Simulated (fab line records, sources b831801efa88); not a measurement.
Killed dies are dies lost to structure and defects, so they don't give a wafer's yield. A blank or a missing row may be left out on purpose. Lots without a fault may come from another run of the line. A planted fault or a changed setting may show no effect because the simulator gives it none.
fab line records | flow sky130
record lots=12 wafers=35 last_day=49
route steps=708 shown FIELD_ISO@1 DNWELL@43 PWDE@53 PAD_OPEN@708
lots that met no fault: from a run of the same line without faults
start_h: hours from the record's first day to the start of the lot's first wafer shown | wait_h: hours since the lot's step before | " the same as in the row above | L1.1+2: a row that stands for several wafers | - no value, or no start given | * or withheld: withheld | < > ~ a bound
route shown NAME@n: a module of which the file shows steps, and the number in the route of the first | usual: mean/standard deviation of fault-free wafers | same: alike in all rows | chamber/n: place in a boat | sites: the reading at each site | _std_site: their standard deviation | _edge_site: outer sites' mean less inner sites' | radius_mm: how far each site lies from the wafer's centre | mask NAME#n: copy n | behind: the tool/chamber that last shaped the wafer | hold: why the lot was held/for how many hours/how that ended | device: the transistor (n, p or np) that didn't switch | end of line: the same wafers' tests at the end of the route | a step without rows: its recipe alone | killed: dies lost to structure and defects at the first sort, not the wafer's yield | map: a wafer's dies, x killed, . not, _ none there
set.NAME: the setting as run; set.NAME@STEP: as run at that earlier step | model.NAME: the simulator's own value behind a step, which no gauge read
steps of the route over a sample of lots; a table a step, a row a wafer
services: from which hour (start_h, from the record's first day; less than 0 if before it) a tool's chamber was out of use, for how many hours, and why
## steps
# step SKY_FIELD_ISO_BOW_MEAS_00
# recipe mode=bow
# usual INCOMING_BOW=0/6
# columns lot.wafer tool chamber start_h wait_h INCOMING_BOW[um]
L453.3 film_metro-01 - 10.04 - 3
L453.4 " - " " -7
L453.5 " - " " 1
L454.1 film_metro-02 - 15.00 - -6
L454.4 " - " " 2
L454.6 " - " " -1
L455.1 film_metro-01 - 20.00 - -3
L455.2 " - " " -5
L455.6 " - " " -3
L456.1 film_metro-03 - 25.00 - 6
L456.5 " - " " -7
L456.6 " - " " -7
L459.1 film_metro-03 - 40.00 - 8
L459.3 " - " " 8
L459.5 " - " " 2
L460.2 film_metro-02 - 45.02 - -2
L460.6 " - " " 1
L468.1 film_metro-02 - 85.00 - 3
L468.5 " - " " 2
L468.6 " - " " -4
L470.1 film_metro-01 - 95.00 - 1
L470.5 " - " " -2
L470.6 " - " " 2
L471.1 film_metro-02 - 100.00 - 1
L471.4 " - " " -12
L471.5 " - " " -8
L472.1 film_metro-03 - 105.00 - 8
L472.4 " - " " 8
L472.5 " - " " 9
L473.2 film_metro-03 - 110.02 - 5
L473.4 " - " " 1
L473.6 " - " " -10
L474.1 film_metro-03 - 115.00 - -2
L474.3 " - " " 8
L474.5 " - " " -13
# step SKY_FIELD_ISO_ETCH_14
# recipe chemistry=N2/H2 target=BARC ion_energy_ev=200 source_w=500 bias_w=100 pressure_mtorr=30 n2_flow_sccm=100 h2_flow_sccm=200 stop_on=SiO2 time_s=45.9 target_depth_a=600
# usual drypump_motor_current_A=5.9/0.35 oes_product_au=0.854/0.0047 throttle_valve_pct=13.225/0.008
# columns lot.wafer tool chamber start_h wait_h drypump_motor_current_A oes_product_au rf_hours_counter_h throttle_valve_pct
L453.3 rie_diel-03 1 28.65 0.1 5.3 0.851 1 13.227
L453.4 " 3 " " 6.3 0.857 146 13.222
L453.5 " 1 " " 5.3 0.855 - 13.221
L454.1 rie_diel-03 3 34.02 0.1 6.3 0.858 147 13.211
L454.4 " 1 " " 5.3 0.861 - 13.217
L454.6 " 0 " " 5.9 0.859 - 13.223
L455.1 rie_diel-03 1 37.30 0.1 5.3 0.856 1 13.208
L455.2 " 0 " " 5.9 0.855 4 13.224
L455.6 " 3 " " 6.3 0.858 - 13.229
L456.1 rie_diel-03 3 45.17 0.1 6.3 0.859 147 13.237
L456.5 " 2 " " 5.5 0.852 - 13.238
L456.6 " 3 " " 6.3 0.846 - 13.232
L459.1 rie_diel-04 2 60.64 0.1 6.5 0.855 41 13.224
L459.3 " 3 " " 5.4 0.856 88 13.227
L459.5 " 3 " " 5.4 0.848 - 13.226
L460.2 rie_diel-04 3 64.84 0.1 5.4 0.860 88 13.229
L460.6 " 0 " " 5.9 0.857 - 13.232
L468.1 rie_diel-03 0 107.47 0.1 5.9 0.858 6 13.221
L468.5 " 2 " " 5.6 0.854 - 13.217
L468.6 " 3 " " 6.3 0.860 - 13.222
L470.1 rie_diel-01 0 115.97 0.1 5.9 0.858 42 13.225
L470.5 " 2 " " 5.9 0.852 - 13.221
L470.6 " 3 " " 5.6 0.860 - 13.233
L471.1 rie_diel-03 1 122.04 0.1 5.3 0.855 3 13.227
L471.4 " 1 " " 5.3 0.845 - 13.227
L471.5 " 3 " " 6.3 0.851 - 13.231
L472.1 rie_diel-01 3 126.50 0.1 5.6 0.863 6 13.215
L472.4 " 0 " " 6.0 0.863 42 13.231
L472.5 " 2 " " 6.0 0.853 - 13.218
L473.2 rie_diel-01 1 134.42 0.1 6.0 0.851 43 13.241
L473.4 " 3 " " 5.6 0.860 - 13.229
L473.6 " 1 " " 6.0 0.856 - 13.225
L474.1 rie_diel-04 0 138.85 0.1 5.9 0.851 121 13.209
L474.3 " 1 " " 5.8 0.853 41 13.225
L474.5 " 2 " " 6.4 0.852 - 13.241
# step SKY_DNWELL_STRIP_08
# recipe chemistry=O2/N2 power_w=1400 pressure_mtorr=1500 platen_temp_c=withheld o2_flow_sccm=3000 n2_flow_sccm=300 overash_fraction=0.5
# usual drypump_motor_current_A=5.7/0.32 oes_product_au=0.723/0.0044 strip_time_to_endpoint_s=36.90/0.089
# columns lot.wafer tool chamber start_h wait_h drypump_motor_current_A oes_product_au rf_hours_counter_h strip_time_to_endpoint_s
L453.3 plasma_asher-04 0 51.12 0.1 6.1 0.723 - 36.89
L453.4 " 1 " " 5.2 0.723 - 36.80
L453.5 " 1 " " 5.2 0.718 - 36.85
L454.1 plasma_asher-02 1 55.47 0.1 5.5 0.722 24 36.90
L454.4 " 1 " " 5.5 0.727 - 36.94
L454.6 " 0 " " 6.1 0.717 - 36.95
L455.1 plasma_asher-04 0 60.17 0.1 6.1 0.715 39 36.91
L455.2 " 1 " " 5.2 0.720 39 36.87
L455.6 " 0 " " 6.1 0.723 - 36.95
L456.1 plasma_asher-02 1 67.58 0.1 5.4 0.719 25 36.88
L456.5 " 0 " " 6.1 0.717 - 36.95
L456.6 " 1 " " 5.5 0.716 - 36.97
L459.1 plasma_asher-02 1 83.60 0.1 5.5 0.716 27 36.80
L459.3 " 0 " " 6.1 0.720 - 36.79
L459.5 " 1 " " 5.5 0.718 - 36.82
L460.2 plasma_asher-03 1 88.60 0.1 5.7 0.721 42 36.86
L460.6 " 1 " " 5.7 0.716 - 36.80
L468.1 plasma_asher-03 1 132.57 0.1 5.7 0.727 2 36.95
L468.5 " 0 " " 5.8 0.725 - 37.06
L468.6 " 1 " " 5.7 0.724 - 37.00
L470.1 plasma_asher-04 1 141.43 0.1 5.2 0.716 48 36.81
L470.5 " 1 " " 5.2 0.712 - 36.85
L470.6 " 0 " " 6.1 0.727 - 36.94
L471.1 plasma_asher-04 1 146.48 0.1 5.2 0.727 48 36.95
L471.4 " 1 " " 5.2 0.732 - 36.89
L471.5 " 0 " " 6.1 0.721 - 36.94
L472.1 plasma_asher-03 0 151.20 0.1 5.8 0.721 4 36.80
L472.4 " 1 " " 5.7 0.729 - 36.73
L472.5 " 0 " " 5.8 0.723 - 36.73
L473.2 plasma_asher-02 1 160.42 0.1 5.5 0.723 35 36.83
L473.4 " 0 " " 6.1 0.729 - 36.83
L473.6 " 0 " " 6.1 0.722 - 36.80
L474.1 plasma_asher-02 1 164.15 0.1 5.4 0.729 35 36.93
L474.3 " 1 " " 5.5 0.722 - 36.93
L474.5 " 0 " " 6.1 0.723 - 36.94
# step SKY_PWDE_IMPLANT_08
# recipe species=B energy_kev=150 dose_cm2=3.6e+12 tilt_deg=withheld
# usual beam_on_s=10.02/0.21 faraday_current_uA=20.3/0.42
# columns lot.wafer tool chamber start_h wait_h beam_on_s faraday_current_uA
L453.3 implanter-01 0 67.87 0.1 10.13 20.0
L453.4 " 0 " " 9.76 20.7
L453.5 " 0 " " 9.96 20.3
L454.1 implanter-04 0 72.67 0.0 10.09 20.1
L454.4 " 0 " " 10.01 20.4
L454.6 " 0 " " 9.85 20.6
L455.1 implanter-01 0 77.00 0.0 9.81 20.7
L455.2 " 0 " " 9.90 20.6
L455.6 " 0 " " 9.88 20.5
L456.1 implanter-01 0 84.15 0.0 14.03 14.5
L456.5 " 0 " " 9.51 21.2
L456.6 " 0 " " 10.38 19.5
L459.1 implanter-01 0 100.47 0.0 14.76 13.8
L459.3 " 0 " " 10.36 19.6
L459.5 " 0 " " 10.34 19.6
L460.2 implanter-01 0 104.63 0.0 14.39 14.1
L460.6 " 0 " " 9.85 20.7
L468.1 implanter-04 0 151.72 0.0 10.20 20.0
L468.5 " 0 " " 10.19 19.8
L468.6 " 0 " " 10.11 20.0
L470.1 implanter-01 0 160.42 0.0 9.95 20.4
L470.5 " 0 " " 10.00 20.3
L470.6 " 0 " " 10.04 20.2
L471.1 implanter-04 0 165.16 0.0 10.00 20.3
L471.4 " 0 " " 9.89 20.6
L471.5 " 0 " " 10.47 19.4
L472.1 implanter-04 0 170.00 0.0 9.97 20.4
L472.4 " 0 " " 9.89 20.6
L472.5 " 0 " " 10.14 20.1
L473.2 implanter-01 0 179.98 0.0 10.04 20.2
L473.4 " 0 " " 10.16 19.9
L473.6 " 0 " " 10.08 20.1
L474.1 implanter-04 0 184.11 0.0 10.00 20.4
L474.3 " 0 " " 9.97 20.3
L474.5 " 0 " " 9.83 20.6
# step SKY_PWDE_TW_MEAS_10
# usual PWDE_TW=377.7/2.7
# columns lot.wafer tool chamber start_h wait_h PWDE_TW
L453.3 film_metro-01 - 68.09 0.1 375.4
L453.4 " - " " 375.2
L453.5 " - " " 374.6
L454.1 film_metro-02 - 72.92 0.1 377.0
L454.4 " - " " 378.3
L454.6 " - " " 378.3
L455.1 film_metro-02 - 77.25 0.1 377.0
L455.2 " - " " 375.1
L455.6 " - " " 375.5
L456.1 film_metro-01 - 84.40 0.1 422.0
L456.5 " - " " 375.6
L456.6 " - " " 376.6
L459.1 film_metro-04 - 100.72 0.1 423.8
L459.3 " - " " 379.9
L459.5 " - " " 379.3
L460.2 film_metro-01 - 104.86 0.1 420.2
L460.6 " - " " 376.6
L468.1 film_metro-04 - 151.97 0.1 380.5
L468.5 " - " " 381.3
L468.6 " - " " 381.9
L470.1 film_metro-04 - 160.67 0.1 381.0
L470.5 " - " " 381.1
L470.6 " - " " 380.6
L471.1 film_metro-02 - 165.41 0.1 378.2
L471.4 " - " " 381.1
L471.5 " - " " 378.2
L472.1 film_metro-04 - 170.25 0.1 379.1
L472.4 " - " " 379.3
L472.5 " - " " 379.1
L473.2 film_metro-04 - 180.21 0.1 381.1
L473.4 " - " " 380.7
L473.6 " - " " 380.4
L474.1 film_metro-01 - 184.36 0.1 375.3
L474.3 " - " " 376.1
L474.5 " - " " 376.3
# step SKY_NWELL_RS_MEAS_31
# recipe thk_meas_gauge=four-point-probe
# usual PWDE_RS=5277/21
# columns lot.wafer tool chamber start_h wait_h PWDE_RS[ohm/sq]
L453.3 film_metro-04 - 102.33 0.1 5246
L453.4 " - " " 5254
L453.5 " - " " 5262
L454.1 film_metro-04 - 108.20 0.1 5238
L454.4 " - " " 5270
L454.6 " - " " 5292
L455.1 film_metro-04 - 111.71 0.1 5272
L455.2 " - " " 5250
L455.6 " - " " 5273
L456.1 film_metro-04 - 120.31 0.1 3995
L456.5 " - " " 5265
L456.6 " - " " 5280
L459.1 film_metro-02 - 139.23 0.1 4005
L459.3 " - " " 5287
L459.5 " - " " 5285
L460.2 film_metro-04 - 143.28 0.1 3987
L460.6 " - " " 5269
L468.1 film_metro-02 - 191.66 0.1 5273
L468.5 " - " " 5286
L468.6 " - " " 5288
L470.1 film_metro-02 - 201.81 0.1 5264
L470.5 " - " " 5261
L470.6 " - " " 5259
L471.1 film_metro-04 - 206.16 0.1 5257
L471.4 " - " " 5262
L471.5 " - " " 5257
L472.1 film_metro-01 - 211.56 0.1 5310
L472.4 " - " " 5309
L472.5 " - " " 5292
L473.2 film_metro-04 - 222.13 0.1 5259
L473.4 " - " " 5259
L473.6 " - " " 5264
L474.1 film_metro-02 - 226.25 0.1 5270
L474.3 " - " " 5276
L474.5 " - " " 5293
# step SKY_PAD_OPEN_PROBE_99
# usual killed_at_M0_to_M3=42/7.4 killed_at_M4_up=3.4/1.8 killed_at_contacts=25/5.4 killed_at_front_end=15/4.4 killed_at_other=0.2/0.52 killed_dies=86/9.3 killed_open=47/7.6 killed_short=39/6.5
# same gross_dies=492 killed_at_back_side=0
# columns lot.wafer tool chamber start_h wait_h killed_at_M0_to_M3 killed_at_M4_up killed_at_contacts killed_at_front_end killed_at_other killed_dies killed_open killed_short
L453.3 prober-02 - 1072.08 0.2 58 1 24 14 0 97 52 45
L453.4 prober-02 - 1072.13 0.2 47 1 22 18 0 88 45 43
L453.5 prober-02 - 1072.18 0.2 57 4 24 10 0 95 50 45
L454.1 prober-01 - 1072.98 0.1 41 4 21 17 0 83 50 33
L454.4 prober-01 - 1073.13 0.2 53 2 23 19 0 97 57 40
L454.6 prober-01 - 1073.23 0.2 41 3 19 19 1 83 44 39
L455.1 prober-02 - 1076.16 0.1 43 2 20 14 0 79 49 30
L455.2 prober-02 - 1076.21 0.1 48 3 25 7 0 83 47 36
L455.6 prober-02 - 1076.41 0.2 38 6 28 12 1 85 44 41
L456.1 prober-01 - 1087.99 0.1 41 6 25 14 1 87 43 44
L456.5 prober-01 - 1088.19 0.2 48 4 15 8 0 75 37 38
L456.6 prober-01 - 1088.24 0.2 33 6 23 13 0 75 44 31
L459.1 prober-02 - 1101.80 0.1 40 1 26 17 0 84 47 37
L459.3 prober-02 - 1101.90 0.2 40 1 28 20 0 89 50 39
L459.5 prober-02 - 1102.00 0.2 39 3 26 13 0 81 44 37
L460.2 prober-01 - 1112.17 0.1 44 1 18 17 0 80 40 40
L460.6 prober-01 - 1112.37 0.2 43 3 38 17 0 101 61 40
L468.1 prober-02 - 1152.18 0.1 38 4 19 17 0 78 41 37
L468.5 prober-02 - 1152.38 0.2 31 4 30 17 0 82 46 36
L468.6 prober-02 - 1152.43 0.2 32 2 21 18 0 73 39 34
L470.1 prober-02 - 1160.84 0.1 41 3 26 13 0 83 53 30
L470.5 prober-02 - 1161.04 0.2 55 3 25 18 0 101 59 42
L470.6 prober-02 - 1161.09 0.2 37 7 22 8 1 75 37 38
L471.1 prober-01 - 1166.49 0.1 51 2 34 10 0 97 69 28
L471.4 prober-01 - 1166.64 0.2 41 3 20 12 0 76 43 33
L471.5 prober-01 - 1166.69 0.2 38 1 34 19 0 92 56 36
L473.2 prober-02 - 1180.29 0.1 36 2 28 18 1 85 42 43
L473.4 prober-02 - 1180.39 0.2 37 4 24 7 0 72 42 30
L473.6 prober-02 - 1180.49 0.2 34 2 30 10 0 76 41 35
L472.1 prober-01 - 1182.60 0.1 43 2 21 16 1 83 37 46
L472.4 prober-01 - 1182.75 0.2 36 4 27 12 1 80 41 39
L472.5 prober-01 - 1182.80 0.2 33 3 33 16 0 85 46 39
L474.1 prober-02 - 1186.65 0.1 29 0 21 13 1 64 40 24
L474.3 prober-02 - 1186.75 0.2 49 4 21 12 0 86 45 41
L474.5 prober-02 - 1186.85 0.2 35 3 23 17 2 80 41 39
# killed by level:class
L453.3 VIA2:geometric_particle:open=11 CONTACT:geometric_particle:open=9 METAL1:geometric_particle:short=9 VIA1:geometric_particle:open=7 VIA3:geometric_particle:short=6 FIELD_ISO:geometric_particle:open=5 VIA2:geometric_particle:short=5 VIA3:geometric_particle:open=5
L453.4 METAL1:geometric_particle:short=12 FIELD_ISO:geometric_particle:open=11 VIA1:geometric_particle:open=8 METAL2:geometric_particle:short=7 VIA3:geometric_particle:open=7 CONTACT:geometric_particle:short=6 LI_CONTACT:geometric_particle:open=5 CONTACT:geometric_particle:open=5
L453.5 METAL2:geometric_particle:short=11 VIA3:geometric_particle:open=11 CONTACT:geometric_particle:open=9 VIA1:geometric_particle:short=7 VIA1:geometric_particle:open=7 LI_CONTACT:geometric_particle:open=6 METAL1:geometric_particle:short=6 VIA2:geometric_particle:open=5
L454.1 VIA1:geometric_particle:open=14 VIA3:geometric_particle:open=11 CONTACT:geometric_particle:open=9 POLY_GATE:geometric_particle:short=6 FIELD_ISO:geometric_particle:open=4 LI_CONTACT:geometric_particle:short=4 METAL2:geometric_particle:short=4 FIELD_ISO:geometric_particle:short=3
L454.4 VIA1:geometric_particle:open=18 CONTACT:geometric_particle:open=10 FIELD_ISO:geometric_particle:open=9 LOCAL_INTERCONNECT:geometric_particle:short=6 VIA3:geometric_particle:open=6 METAL1:geometric_particle:short=5 VIA2:geometric_particle:open=5 FIELD_ISO:geometric_particle:short=4
L454.6 VIA1:geometric_particle:open=10 FIELD_ISO:geometric_particle:open=7 VIA1:geometric_particle:short=7 LI_CONTACT:geometric_particle:open=6 VIA2:geometric_particle:open=6 FIELD_ISO:geometric_particle:short=5 CONTACT:geometric_particle:open=5 VIA3:geometric_particle:open=4
L455.1 VIA1:geometric_particle:open=13 VIA2:geometric_particle:open=7 CONTACT:geometric_particle:open=7 FIELD_ISO:geometric_particle:open=6 METAL2:geometric_particle:short=6 LI_CONTACT:geometric_particle:open=5 CONTACT:geometric_particle:short=4 VIA1:geometric_particle:short=4
L455.2 CONTACT:geometric_particle:open=11 VIA1:geometric_particle:open=9 LI_CONTACT:geometric_particle:open=8 METAL1:geometric_particle:short=8 VIA3:geometric_particle:open=7 METAL2:geometric_particle:short=6 VIA2:geometric_particle:open=6 FIELD_ISO:geometric_particle:open=5
L455.6 CONTACT:geometric_particle:open=14 METAL2:geometric_particle:short=10 VIA1:geometric_particle:open=7 CONTACT:geometric_particle:short=6 VIA3:geometric_particle:open=6 POLY_GATE:geometric_particle:open=5 POLY_GATE:geometric_particle:short=4 VIA1:geometric_particle:short=4
L456.1 CONTACT:geometric_particle:open=10 VIA1:geometric_particle:open=8 VIA2:geometric_particle:open=8 METAL2:geometric_particle:short=6 LI_CONTACT:geometric_particle:open=6 METAL1:geometric_particle:short=6 POLY_GATE:geometric_particle:short=5 VIA1:geometric_particle:short=5
L456.5 VIA1:geometric_particle:open=12 METAL1:geometric_particle:short=10 VIA1:geometric_particle:short=5 VIA2:geometric_particle:open=5 LI_CONTACT:geometric_particle:open=4 CONTACT:geometric_particle:short=4 CONTACT:geometric_particle:open=4 POLY_GATE:geometric_particle:open=3
L456.6 VIA1:geometric_particle:open=9 VIA3:geometric_particle:open=6 LI_CONTACT:geometric_particle:open=6 CONTACT:geometric_particle:open=6 CONTACT:geometric_particle:short=5 VIA2:geometric_particle:open=5 METAL1:geometric_particle:short=4 METAL4:geometric_particle:short=4
L459.1 CONTACT:geometric_particle:open=15 METAL1:geometric_particle:short=7 METAL2:geometric_particle:short=7 VIA1:geometric_particle:open=6 LI_CONTACT:geometric_particle:open=5 FIELD_ISO:geometric_particle:short=4 VIA3:geometric_particle:open=4 VIA3:geometric_particle:short=4
L459.3 LI_CONTACT:geometric_particle:open=12 VIA1:geometric_particle:open=11 CONTACT:geometric_particle:open=8 METAL2:geometric_particle:short=8 POLY_GATE:geometric_particle:short=6 VIA2:geometric_particle:open=6 FIELD_ISO:geometric_particle:short=5 VIA3:geometric_particle:open=5
L459.5 LI_CONTACT:geometric_particle:open=9 CONTACT:geometric_particle:open=7 VIA1:geometric_particle:open=7 LOCAL_INTERCONNECT:geometric_particle:short=6 METAL1:geometric_particle:short=6 VIA2:geometric_particle:open=6 VIA3:geometric_particle:open=5 FIELD_ISO:geometric_particle:short=4
L460.2 METAL1:geometric_particle:short=9 VIA1:geometric_particle:open=9 FIELD_ISO:geometric_particle:open=8 VIA3:geometric_particle:short=6 VIA1:geometric_particle:short=5 CONTACT:geometric_particle:open=5 LI_CONTACT:geometric_particle:open=4 LOCAL_INTERCONNECT:geometric_particle:short=4
L460.6 LI_CONTACT:geometric_particle:open=14 VIA1:geometric_particle:open=12 VIA3:geometric_particle:open=10 CONTACT:geometric_particle:short=8 CONTACT:geometric_particle:open=7 LOCAL_INTERCONNECT:geometric_particle:short=5 VIA2:geometric_particle:open=5 METAL1:geometric_particle:short=4
L468.1 VIA3:geometric_particle:open=11 LI_CONTACT:geometric_particle:open=7 CONTACT:geometric_particle:open=5 VIA2:geometric_particle:open=5 FIELD_ISO:geometric_particle:open=4 POLY_GATE:geometric_particle:short=4 METAL1:geometric_particle:short=4 VIA1:geometric_particle:short=4
L468.5 LI_CONTACT:geometric_particle:open=10 CONTACT:geometric_particle:open=8 VIA1:geometric_particle:open=8 FIELD_ISO:geometric_particle:short=6 METAL1:geometric_particle:short=6 LOCAL_INTERCONNECT:geometric_particle:short=5 FIELD_ISO:geometric_particle:open=4 CONTACT:geometric_particle:short=4
L468.6 VIA1:geometric_particle:open=11 FIELD_ISO:geometric_particle:short=7 FIELD_ISO:geometric_particle:open=6 METAL1:geometric_particle:short=6 LI_CONTACT:geometric_particle:open=5 CONTACT:geometric_particle:short=4 LOCAL_INTERCONNECT:geometric_particle:short=4 METAL2:geometric_particle:short=4
L470.1 VIA2:geometric_particle:open=10 LI_CONTACT:geometric_particle:open=8 CONTACT:geometric_particle:open=7 VIA1:geometric_particle:open=7 POLY_GATE:geometric_particle:open=6 VIA3:geometric_particle:open=6 POLY_GATE:geometric_particle:short=4 METAL1:geometric_particle:short=4
L470.5 VIA1:geometric_particle:open=13 VIA2:geometric_particle:open=13 CONTACT:geometric_particle:open=8 FIELD_ISO:geometric_particle:open=7 CONTACT:geometric_particle:short=6 METAL1:geometric_particle:short=6 POLY_GATE:geometric_particle:open=5 LI_CONTACT:geometric_particle:short=5
L470.6 VIA1:geometric_particle:open=12 LOCAL_INTERCONNECT:geometric_particle:short=6 FIELD_ISO:geometric_particle:short=5 VIA3:geometric_particle:open=5 CONTACT:geometric_particle:open=5 METAL4:geometric_particle:short=5 METAL1:geometric_particle:short=5 LI_CONTACT:geometric_particle:open=4
L471.1 VIA1:geometric_particle:open=18 CONTACT:geometric_particle:open=15 LI_CONTACT:geometric_particle:open=12 VIA1:geometric_particle:short=7 VIA2:geometric_particle:open=7 VIA3:geometric_particle:open=7 POLY_GATE:geometric_particle:short=3 CONTACT:geometric_particle:short=3
L471.4 VIA1:geometric_particle:open=10 LI_CONTACT:geometric_particle:open=7 CONTACT:geometric_particle:open=7 VIA2:geometric_particle:open=7 FIELD_ISO:geometric_particle:short=5 METAL2:geometric_particle:short=5 VIA1:geometric_particle:short=4 METAL3:geometric_particle:short=4
L471.5 CONTACT:geometric_particle:open=12 LI_CONTACT:geometric_particle:open=11 VIA2:geometric_particle:open=10 VIA1:geometric_particle:open=7 METAL1:geometric_particle:short=6 VIA3:geometric_particle:open=6 FIELD_ISO:geometric_particle:short=5 FIELD_ISO:geometric_particle:open=5
L473.2 CONTACT:geometric_particle:open=11 VIA1:geometric_particle:open=9 METAL1:geometric_particle:short=7 FIELD_ISO:geometric_particle:short=6 LI_CONTACT:geometric_particle:open=6 CONTACT:geometric_particle:short=6 VIA3:geometric_particle:open=5 VIA1:geometric_particle:short=4
L473.4 VIA1:geometric_particle:open=13 LOCAL_INTERCONNECT:geometric_particle:short=7 CONTACT:geometric_particle:open=6 VIA3:geometric_particle:open=5 METAL2:geometric_particle:short=5 FIELD_ISO:geometric_particle:open=4 LI_CONTACT:geometric_particle:open=4 CONTACT:geometric_particle:short=3
L473.6 CONTACT:geometric_particle:open=10 VIA3:geometric_particle:open=8 LI_CONTACT:geometric_particle:open=6 CONTACT:geometric_particle:short=6 VIA1:geometric_particle:open=6 LOCAL_INTERCONNECT:geometric_particle:short=5 METAL2:geometric_particle:short=5 FIELD_ISO:geometric_particle:open=3
L472.1 VIA1:geometric_particle:open=13 LOCAL_INTERCONNECT:geometric_particle:short=7 LI_CONTACT:geometric_particle:open=6 VIA2:geometric_particle:short=6 LI_CONTACT:geometric_particle:short=5 METAL1:geometric_particle:short=5 VIA2:geometric_particle:open=5 FIELD_ISO:geometric_particle:open=4
L472.4 VIA1:geometric_particle:open=8 LI_CONTACT:geometric_particle:open=7 LOCAL_INTERCONNECT:geometric_particle:short=7 VIA3:geometric_particle:open=7 CONTACT:geometric_particle:open=6 METAL1:geometric_particle:short=6 LI_CONTACT:geometric_particle:short=4 METAL2:geometric_particle:short=4
L472.5 VIA1:geometric_particle:open=12 CONTACT:geometric_particle:open=10 CONTACT:geometric_particle:short=9 LI_CONTACT:geometric_particle:open=5 VIA2:geometric_particle:open=5 FIELD_ISO:geometric_particle:short=4 LI_CONTACT:geometric_particle:short=4 METAL2:geometric_particle:short=4
L474.1 VIA2:geometric_particle:open=8 LI_CONTACT:geometric_particle:open=7 CONTACT:geometric_particle:open=7 VIA3:geometric_particle:open=5 FIELD_ISO:geometric_particle:short=4 CONTACT:geometric_particle:short=4 VIA1:geometric_particle:open=3 VIA1:geometric_particle:short=3
L474.3 VIA1:geometric_particle:open=9 VIA2:geometric_particle:open=9 CONTACT:geometric_particle:short=7 VIA3:geometric_particle:open=7 METAL1:geometric_particle:short=5 CONTACT:geometric_particle:open=5 FIELD_ISO:geometric_particle:open=4 VIA2:geometric_particle:short=4
L474.5 CONTACT:geometric_particle:open=12 VIA2:geometric_particle:open=9 METAL2:geometric_particle:short=8 FIELD_ISO:geometric_particle:short=4 POLY_GATE:geometric_particle:short=4 LI_CONTACT:geometric_particle:open=4 CONTACT:geometric_particle:short=4 METAL1:geometric_particle:short=4
## services
# columns tool chamber start_h hours kind
implanter-04 - 5.22 4.4 repair
plasma_asher-02 - 6.01 1.0 repair
rie_diel-01 1 25.92 16.1 repair
rie_diel-03 2 33.46 4.9 repair
plasma_asher-02 - 48.79 2.7 repair
rie_diel-04 1 53.32 6.8 repair
implanter-01 - 59.52 7.6 pm
rie_diel-03 2 60.42 4.9 repair
rie_diel-04 - 60.75 1.6 repair
plasma_asher-04 - 73.36 0.8 repair
implanter-04 - 76.54 3.5 pm
plasma_asher-03 - 80.34 2.8 pm
plasma_asher-03 - 108.75 9.0 pm
plasma_asher-03 0 108.75 9.0 vent_cycle
rie_diel-03 0 112.35 10.8 repair
rie_diel-03 2 129.05 1.2 repair
rie_diel-01 2 129.78 15.6 repair
rie_diel-03 1 141.26 4.9 repair
implanter-01 - 151.28 6.5 pm
plasma_asher-03 - 159.55 1.3 repair
rie_diel-01 2 163.75 - clean
rie_diel-01 2 163.75 19.2 scheduled_down
rie_diel-01 2 163.75 19.2 vent_cycle
rie_diel-03 1 180.75 1.7 repair
## key
first_sign step=SKY_PWDE_IMPLANT_08 reading=beam_on_s direction=up sigmas=21 usual=10.02 struck=14.39
effect step=SKY_PWDE_IMPLANT_08 reading=faraday_current_uA direction=down sigmas=15 usual=20.3 struck=14.1
effect step=SKY_PWDE_TW_MEAS_10 reading=PWDE_TW direction=up sigmas=16 usual=377.7 struck=422.0
effect step=SKY_NWELL_RS_MEAS_31 reading=PWDE_RS direction=down sigmas=62 usual=5277 struck=3996
met_at SKY_PWDE_IMPLANT_08
struck_lots L456,L459,L460
struck_wafers L456.1,L459.1,L460.2
tester_left_out L456,L459,L460
not_acting_at SKY_FIELD_ISO_BOW_MEAS_00,SKY_FIELD_ISO_ETCH_14,SKY_DNWELL_STRIP_08
onset_between 77.00 84.15
fault kind=process_parameter_drift tool=implanter-01 chamber=- onset_h=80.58 steps=SKY_PWDE_IMPLANT_08 channel=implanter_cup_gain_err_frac offset=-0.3 shape=step end_h=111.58 scope=struck_wafers_only
# tester_left_out: of these lots the tester's yield and bins aren't shown, on N5 and GAA mostly nor the transistor test; their killed dies are dies lost to structure and defects alone, not to doping, threshold or leakage, so they don't give the yield
